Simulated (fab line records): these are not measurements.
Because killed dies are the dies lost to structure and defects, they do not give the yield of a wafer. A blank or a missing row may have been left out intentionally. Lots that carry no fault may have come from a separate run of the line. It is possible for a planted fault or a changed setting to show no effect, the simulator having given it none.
Which tool did it? -- flow sfq-line -- at 1 step of a route of 325, 14 lots with 42 wafers sampled

## WHAT THE GAUGES READ, wafer by wafer
SFQ_I0_OVL_MEAS_908. Usual: I0_OVL 0 nm, standard deviation 4.5.
lot,measured,on,I0_OVL (nm),flag
L998,day 13 00:43,overlay-02,4 6 8,
L999,day 13 08:20,overlay-02,-1 3 1,
L100,day 13 13:07,overlay-02,3 -5 1,
L101,day 13 20:19,overlay-02,2 1 7,
L103,day 15 02:02,overlay-01,-4 0 -2,
L104,day 15 14:03,overlay-02,-4 6 5,
L109,day 17 17:24,overlay-02,2 -2 2,
L110,day 17 22:11,overlay-01,-6 -3 -4,
L111,day 18 04:11,overlay-02,-1 -4 5,
L112,day 18 10:12,overlay-01,8 6 12,
L114,day 18 23:24,overlay-02,-9 0 2,
L115,day 19 10:11,overlay-01,7 3 3,
L117,day 19 23:24,overlay-01,0 -7 0,
L118,day 20 05:24,overlay-01,-8 -4 -2,

## TOOL THAT RAN EACH LOT (tool first, then ch and the chambers of the sampled wafers, then the start)
There is no process step in the record ahead of these readings.

## AS READ BY THE TOOLS THEMSELVES (means over the sampled wafers that have a number; for cases with no such wafer, the mark the record gives instead)
The record holds no such reading with a usual standard deviation.

## THE ANSWER, worked out from the rows above alone
Rule: a lot counts as off when the mean over its wafers that have a number is more than 3 standard deviations away from the usual mean. A lot without any number at a reading at which 4 lots or more have one is off too. All remaining lots with rows at the step are treated as sound. First the gauges in route order, then the tools' own readings, where a lot's mean is used as printed above. The first step at which some lot is off is used, and at that step the reading that is off furthest; a lot without a number counts as furthest.
Across all readings shown, no lot is off: no conclusion can be drawn from this.

## WHAT HAD BEEN PUT IN BY THE SIMULATOR
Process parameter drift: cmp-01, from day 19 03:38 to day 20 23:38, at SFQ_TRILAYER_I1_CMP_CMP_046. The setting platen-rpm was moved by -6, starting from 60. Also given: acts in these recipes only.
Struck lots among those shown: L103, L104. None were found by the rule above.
